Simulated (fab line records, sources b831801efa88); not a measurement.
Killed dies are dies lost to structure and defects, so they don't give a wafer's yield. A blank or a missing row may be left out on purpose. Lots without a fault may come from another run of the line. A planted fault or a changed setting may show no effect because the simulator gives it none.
One fault seen from 2 desks | flow gf180mcu | each desk has only its own numbers; what lay behind them comes last

THE TOOL OWNER'S DESK: implanter-02
The tool's own readings at GF_HV_LDD_IMPLANT_48: means of the sampled wafers that have a number, for each lot that ran on this tool. A lot is out of limits, marked OUT, if its mean lies more than 4 standard deviations from the usual mean; the brackets give that distance.
Columns: A = beam_energy_keV at GF_HV_LDD_IMPLANT_48, usual 25.000; B = dose_ions_cm2 at GF_HV_LDD_IMPLANT_48, usual 2.9999e+13; C = faraday_current_uA at GF_HV_LDD_IMPLANT_48, usual 169; D = tilt_deg at GF_HV_LDD_IMPLANT_48, usual 7.001 degrees
lot  | first seen here | A      | B                    | C   | D
L357 | day 13 02:07    | 24.995 | 2.9987e+13           | 173 | 7.011
L359 | day 14 01:51    | 25.009 | 3.0003e+13           | 172 | 6.998
L361 | day 14 17:01    | 25.007 | 3.0005e+13           | 167 | 6.990
L364 | day 15 17:53    | 25.002 | 2.9995e+13           | 166 | 6.974
L368 | day 17 01:17    | 24.999 | 3.2705e+13 (+93) OUT | 183 | 7.029
L371 | day 17 17:13    | 24.996 | 3.2741e+13 (+95) OUT | 184 | 7.020
This desk's finding: out of limits on L368, L371; first on L368, day 17 01:17 (dose_ions_cm2 at GF_HV_LDD_IMPLANT_48). In limits: L357, L359, L361, L364.

THE METROLOGY DESK
What the gauges read, lot by lot, whatever tool the lot ran on: means of the sampled wafers that have a number. A lot is out of limits, marked OUT, if its mean lies more than 4 standard deviations from the usual mean; the brackets give that distance.
Columns: A = cd_nm at GF_HV_LDD_CD_MEAS_31, usual 400.8 nm
lot  | first seen here | A
L355 | day 11 15:20    | 401.3
L357 | day 12 05:19    | 402.7
L358 | day 12 14:17    | 403.0
L359 | day 13 04:14    | 401.3
L361 | day 13 19:55    | 397.3
L365 | day 14 19:04    | 399.7
L364 | day 14 19:26    | 402.9
L368 | day 16 02:16    | 400.6
L371 | day 16 17:40    | 401.7
L372 | day 17 01:50    | 400.5
L374 | day 17 21:57    | 397.9
L375 | day 18 03:58    | 397.7
L376 | day 18 08:59    | 402.3
This desk's finding: nothing out of limits on any of the 13 lots.

PUT TOGETHER
The tool owner's desk could have raised an alarm at day 17 01:17, on L368, L371.
The metrology desk saw nothing out of limits.
The metrology desk has L368, L371 on record, within its limits.
Of the lots named, all ran GF_HV_LDD_IMPLANT_48 on implanter-02.

WHAT THE SIMULATOR HAD PUT IN
Process parameter drift: implanter-02, from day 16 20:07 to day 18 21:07, at GF_HV_LDD_IMPLANT_48. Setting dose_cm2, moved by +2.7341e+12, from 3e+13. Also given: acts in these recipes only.
Lots struck among those shown: L368, L371.
Hours from the fault's start to each desk's first reading out of limits: the tool owner's desk, 5.
